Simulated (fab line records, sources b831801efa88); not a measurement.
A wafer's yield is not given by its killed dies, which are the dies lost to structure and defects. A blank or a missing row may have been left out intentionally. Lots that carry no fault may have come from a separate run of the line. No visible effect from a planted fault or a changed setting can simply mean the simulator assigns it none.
A lot that was struck, set against a sound lot    flow sky130    15 out of 708 route steps
Sound: the wafers L994.1, L994.5, L994.6. Struck: wafers L116.1, L116.4, L116.6. At the end, the cause is stated.
Order at every step that has rows: each side's tool, ch and its chambers, its first start. Under that, the readings that differ: sound wafers    struck wafers    difference of the means    sigmas: that difference in standard deviations of wafers without a fault.
alike: same words and numbers on both sides, and readings whose means sit less than 2 such deviations apart. not compared: any withheld reading, any reading some wafer has no value for, any bound like >300 that may hide the same value, and any number with overlapping values for which the record gives no deviation.
The two part at a step that has a row with sigmas, a row that says differs or no value, or rows on one side only. Numbers that have no deviation but don't overlap get no sigmas and don't part them. Lack of a reading on every wafer of one side parts them only where that side has two or more wafers.

first, 1 step without rows for these wafers: SKY_SONOS_ONO_CVD_04 (deposits SiO2 from SiH4/N2O, target thk 5.7199 nm).
SKY_SONOS_ONO_THK_MEAS_05:
  sound on film metro-02 at day 12 01:20; struck on film metro-01 at day 19 14:35
  alike: SONOS_ONO_CVD_04_THK
then, 7 steps without rows for these wafers: SKY_SONOS_ONO_DEHYDRATE_06 (time 60 s); SKY_SONOS_ONO_HMDS_07 (prime time 60 s); SKY_SONOS_ONO_COAT_08 (resist thk 1140 nm); SKY_SONOS_ONO_SOFTBAKE_09 (time 60 s); SKY_SONOS_ONO_EXPOSE_10 (exposes mask ONOM, target cd 410 nm); SKY_SONOS_ONO_PEB_11; SKY_SONOS_ONO_DEVELOP_12 (develop time 60 s).
SKY_SONOS_ONO_CD_MEAS_13: the cd target is 410 nm.
  sound on cd sem-01 at day 13 02:29; struck on cd sem-01 at day 20 21:07
  alike: cd nm
SKY_SONOS_ONO_OVL_MEAS_14:
  sound on overlay-02 at day 13 02:36; struck on overlay-02 at day 20 21:14
  alike: SONOS_ONO_OVL
SKY_SONOS_ONO_ETCH_15: etches the open film in CHF3/O2, target depth 19.52 nm, time 7.8 s.
  sound on rie diel-02 ch 0,2, day 13 02:38; struck on rie diel-02 ch 0,2, day 20 21:17
  alike: drypump motor current A, oes product au, throttle valve pct
  not compared: rf hours counter h
SKY_SONOS_ONO_WET_ETCH_16: etches SiO2 in dHF, target depth 14 nm, time 280 s.
  sound on wet bench-03 ch 3, day 13 02:39; struck on wet bench-03 ch 2, day 20 21:18
reading           sound        struck       difference  sigmas
run length s (s)  315 315 315  296 296 296  -19         -6
SKY_SONOS_ONO_STRIP_17: strips in O2/N2.
  sound on plasma asher-03 ch 0,1, day 13 02:45; struck on plasma asher-01 ch 0,1, day 20 21:23
reading                       sound              struck             difference  sigmas
strip time to endpoint s (s)  13.98 13.99 14.04  14.13 14.14 14.13  +0.13       +3
  alike: drypump motor current A, oes product au
  not compared: rf hours counter h
-- here the record skips 30 days between the struck wafers' starts before and after, leaving off in module SONOS_ONO and picking up in module PAD_OPEN (first step shown: number 708 of the route) --
SKY_PAD_OPEN_PROBE_99:
  sound on prober-02 at day 46 04:08; struck on prober-02 at day 51 03:24
  alike: killed_at_M0_to_M3, killed_at_M4_up, killed at contacts, killed at front end, killed at other, killed dies, killed open, killed short

WHERE THEY PART
At SKY_SONOS_ONO_WET_ETCH_16 first; at SKY_SONOS_ONO_STRIP_17 last (within this record only). Later steps at which nothing parts them and some readings are alike: SKY_PAD_OPEN_PROBE_99.

WHY: whatever the simulator had introduced
wet bench-03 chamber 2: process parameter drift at SKY_SONOS_ONO_WET_ETCH_16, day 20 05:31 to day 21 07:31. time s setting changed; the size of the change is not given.
